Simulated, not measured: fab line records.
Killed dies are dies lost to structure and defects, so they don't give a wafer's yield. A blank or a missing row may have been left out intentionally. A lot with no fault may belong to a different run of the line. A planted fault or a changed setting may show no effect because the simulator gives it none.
Problem report in the 8D (eight disciplines) form, filled by code	flow gf180mcu	the parts of the form that need people (team, actions taken, sign-off) are left out

== 1. WHAT WENT WRONG ==
run length s at GF_STI_ETCH_14 reads a mean of 77.6 s on 6 wafers of 2 lots; wafers without a fault read 131.1 s with a standard deviation of 0.36. That is -99 or more standard deviations from the usual mean.
The step: etches Si in HBr/Cl2/O2, target depth 360 nm, time 102.9 s.
First observed at day 6 13:25: wafer L869.1, on rie si-02. The record holds 42 wafers of 14 lots with a number at this step. The rule behind "out" and "out of limits": a value lying over 4 standard deviations away from the usual mean. Any other wafer with a number is counted as sound.

== 2. WHAT IT IS; WHAT IT IS NOT ==
question	is	is not
which readings at this step	run length s	drypump motor current A, oes product au
which lots	L869, L870	L849, L850, L851, L855, L856, L857, L858, L859, L860, L861, L863, L865
which wafers of those lots	all that have a number	-
read on which tools	rie si-02	rie si-01
when	from day 6 13:25	up to then (36 sound wafers)

== 3. SUSPECTS, AND WHAT RULES EACH OUT ==
Counting: a tool at any process step up to the reading remains a suspect when it ran all the lots that are out and ran no sound lot after the first of those.
- rie si-02 at GF_STI_ETCH_14 (etches Si in HBr/Cl2/O2, target depth 360 nm, time 102.9 s): kept. All lots that are out passed through it, beginning with L869 at day 6 13:25, and no sound lot followed; its final sound lot before that point was L860 at day 4 15:37. Its own run length s readings are out on those wafers.
After counting, what remains is rie si-02 at GF_STI_ETCH_14.

== 4. THE CAUSE (what the simulator had put in) ==
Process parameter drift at GF_STI_ETCH_14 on rie si-02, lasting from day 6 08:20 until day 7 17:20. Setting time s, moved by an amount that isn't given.
Counting left only this tool.

== 5. THE CHAIN OF EFFECTS, in route order ==
One row per reading whose mean, taken over the struck wafers that have a number, lies over 3 standard deviations from the usual. Only readings for which the record gives a usual standard deviation are gone through. hours: the time from each lot's start at the first step in this table that gives one to its start at this step, as a median over the lots. sigmas: the change in usual standard deviations.
hours	step	reading	usual	on struck wafers	change	sigmas
0	GF_STI_ETCH_14	run length s	131.1 s	77.6	-53.5	-99 or more
0	GF_STI_STRIP_15	oes product au	0.385 a.u.	0.414	+0.029	+5.8
0	GF_STI_STRIP_15	strip time to endpoint s	3.76 s	4.43	+0.67	+16
Here are the process steps it includes:
- GF_STI_ETCH_14: etches Si in HBr/Cl2/O2, target depth 360 nm, time 102.9 s.
- GF_STI_STRIP_15: strips in O2/N2.

== 6. HOW IT WOULD HAVE BEEN CAUGHT EARLIER ==
In this record no reading fell out of limits until day 6 13:25, 5 hours after the fault had begun at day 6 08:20.
